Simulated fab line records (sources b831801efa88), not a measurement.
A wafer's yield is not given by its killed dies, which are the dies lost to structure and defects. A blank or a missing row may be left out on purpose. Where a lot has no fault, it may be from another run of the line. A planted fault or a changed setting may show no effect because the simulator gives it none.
Which of the tools did it? || flow sky130 || 30 wafers sampled from 10 lots at 1 step of a route of 708

== WHAT THE GAUGES READ, wafer by wafer ==
SKY_VIA3_OVL_MEAS_13. Usual: VIA3_OVL typically reads 2 nm, with standard deviation 5.1.
{"lot": "L552", "measured": "day 40 00:22", "on": "overlay-02", "VIA3_OVL (nm)": "10 8 15", "flag": ""}
{"lot": "L553", "measured": "day 40 05:59", "on": "overlay-01", "VIA3_OVL (nm)": "2 2 2", "flag": ""}
{"lot": "L555", "measured": "day 41 01:04", "on": "overlay-02", "VIA3_OVL (nm)": "4 -1 7", "flag": ""}
{"lot": "L562", "measured": "day 43 02:16", "on": "overlay-02", "VIA3_OVL (nm)": "-5 -7 -4", "flag": ""}
{"lot": "L563", "measured": "day 43 11:47", "on": "overlay-01", "VIA3_OVL (nm)": "-1 3 7", "flag": ""}
{"lot": "L565", "measured": "day 43 14:54", "on": "overlay-02", "VIA3_OVL (nm)": "5 13 6", "flag": ""}
{"lot": "L568", "measured": "day 44 08:23", "on": "overlay-01", "VIA3_OVL (nm)": "4 2 2", "flag": ""}
{"lot": "L573", "measured": "day 45 20:01", "on": "overlay-02", "VIA3_OVL (nm)": "5 2 3", "flag": ""}
{"lot": "L574", "measured": "day 45 20:43", "on": "overlay-02", "VIA3_OVL (nm)": "2 1 -4", "flag": ""}
{"lot": "L575", "measured": "day 46 03:31", "on": "overlay-02", "VIA3_OVL (nm)": "10 8 11", "flag": ""}

== TOOL THAT RAN EACH LOT (tool first, then ch and the chambers of the sampled wafers, then the start) ==
The record shows no process step preceding these readings.

== AS READ BY THE TOOLS THEMSELVES (means over the sampled wafers that have a number; for cases with no such wafer, the mark the record gives instead) ==
The record holds no such reading with a usual standard deviation.

== THE ANSWER, worked out from the rows above alone ==
Rule: a lot counts as off when the mean over its wafers that have a number is more than 3 standard deviations away from the usual mean. Also off: a lot with no number at a reading for which 4 or more lots have one. The other lots that the step has rows for count as sound. First the gauges in route order, then the tools' own readings, where a lot's mean is used as printed above. At the first step where some lot is off, the reading lying furthest off is the one used; lots without a number count as furthest.
Nothing can be told from this: no lot is off at any reading shown.

== WHAT THE SIMULATOR HAD PUT IN ==
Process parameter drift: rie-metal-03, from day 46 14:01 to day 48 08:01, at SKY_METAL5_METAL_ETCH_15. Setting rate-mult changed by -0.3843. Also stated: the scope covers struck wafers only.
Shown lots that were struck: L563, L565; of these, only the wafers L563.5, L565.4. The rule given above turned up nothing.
